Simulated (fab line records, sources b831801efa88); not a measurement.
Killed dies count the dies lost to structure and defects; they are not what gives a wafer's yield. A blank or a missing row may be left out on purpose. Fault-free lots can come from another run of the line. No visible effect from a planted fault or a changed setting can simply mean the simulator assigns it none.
Code-filled problem report in 8D (eight disciplines) form + flow sky130 + the parts of the form that need people (team, actions taken, sign-off) are left out

1. WHAT WENT WRONG
NWELL_2_TW at SKY_NWELL_TW_MEAS_26 reads a mean of 530 on 1 wafer of 1 lot; wafers without a fault read 498 with a standard deviation of 3.2. That puts it +10 standard deviations away from the usual mean.
Seen first at day 10 07:28 on filmMetro-03, wafer L349.2. The record has a number at this step for 36 wafers belonging to 12 lots. By rule, "out" or "out of limits" means more than 4 standard deviations away from the usual mean. Any other wafer with a number is counted as sound.

2. WHAT IT IS AND WHAT IT IS NOT
| question                    | is                | is not                                                           |
|-----------------------------|-------------------|------------------------------------------------------------------|
| which readings at this step | NWELL_2_TW        | -                                                                |
| which lots                  | L349              | L329, L330, L332, L333, L334, L335, L336, L337, L338, L339, L346 |
| which wafers of those lots  | L349.2            | L349.1, L349.3                                                   |
| read on which gauges        | filmMetro-03      | filmMetro-01, filmMetro-02                                       |
| when                        | from day 10 07:28 | up to then (35 sound wafers)                                     |

3. WHAT RULES OUT EACH SUSPECT
Counting: a tool at a process step up to the reading stays a suspect if it ran every lot that is out. Sound lots after the first of them don't rule it out here, since some wafers of a struck lot are sound.
- the gauge at SKY_NWELL_TW_MEAS_26: ruled out. All the wafers that are out were read on filmMetro-03, but those of them that SKY_PWDE_STRIP_09 has rows for are out there too, on other tools.
- lithoTrack-04 at SKY_PWDE_COAT_02 (resist thk 3000 nm): kept. It ran the lot that is out, L349 (day 8 00:25); its last sound lot up to then is L346 (day 7 08:38).
- plasmaAsher-01 at SKY_PWDE_STRIP_09 (strips in O2/N2): kept. It ran the lot that is out, L349 (day 8 11:00); its last sound lot up to then is L346 (day 7 18:38). Out on those wafers are its own readings of oesProductAu, stripTimeToEndpointS.
- plasmaAsher-01 at SKY_NWELL_STRIP_14 (strips in O2/N2): kept. It ran the lot that is out, L349 (day 9 08:55); its last sound lot up to then is L335 (day 6 01:09).
- At SKY_NWELL_STRIP_14 on plasmaAsher-01, chamber 0 took the sound wafers of the same lots and chamber 1 took the wafers that are out.
lithoTrack-04 at SKY_PWDE_COAT_02, plasmaAsher-01 at SKY_PWDE_STRIP_09 and plasmaAsher-01 at SKY_NWELL_STRIP_14 are what is left after counting.

4. THE CAUSE (what the simulator had put in)
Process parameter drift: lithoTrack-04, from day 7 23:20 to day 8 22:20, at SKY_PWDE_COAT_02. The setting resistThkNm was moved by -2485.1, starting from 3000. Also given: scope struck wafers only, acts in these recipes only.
Counting leaves 3 suspects; this tool is one of them.

5. THE CHAIN OF EFFECTS, in route order
Rows list readings where the struck wafers' mean (over those with a number) sits beyond 3 standard deviations from the usual. Only readings whose record carries a usual standard deviation are examined. hours: median over the lots of the time between each lot's start at the first step of this table that gives one and its start at this step. sigmas: the change, counted in usual standard deviations.
| hours | step                  | reading              | usual      | on struck wafers | change | sigmas      |
|-------|-----------------------|----------------------|------------|------------------|--------|-------------|
| 0     | SKY_PWDE_STRIP_09     | oesProductAu         | 0.722 a.u. | 0.531            | -0.191 | -40         |
| 0     | SKY_PWDE_STRIP_09     | stripTimeToEndpointS | 36.87 s    | 7.25             | -29.62 | -99 or more |
| 44    | SKY_NWELL_TW_MEAS_26  | NWELL_2_TW           | 498        | 530              | +32    | +10         |
| 1010  | SKY_PAD_OPEN_PROBE_99 | killedAtFrontEnd     | 15         | 423              | +408   | +99 or more |
| 1010  | SKY_PAD_OPEN_PROBE_99 | killedDies           | 84         | 492              | +408   | +48         |
| 1010  | SKY_PAD_OPEN_PROBE_99 | killedOnRim          | 16         | 96               | +80    | +21         |
Here are the process steps it includes:
- SKY_PWDE_STRIP_09: strips in O2/N2.
- SKY_PAD_OPEN_PROBE_99

6. HOW IT WOULD HAVE BEEN CAUGHT EARLIER
In this record the first reading out of limits at a measuring or inspecting step was taken at day 10 07:28, 56 hours after the fault began at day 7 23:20.
The start of SKY_PWDE_COAT_02 on lithoTrack-04 came by day 10 07:28 for every one of the lots that are out (1). A hold on the tool at that time would have spared none of them.
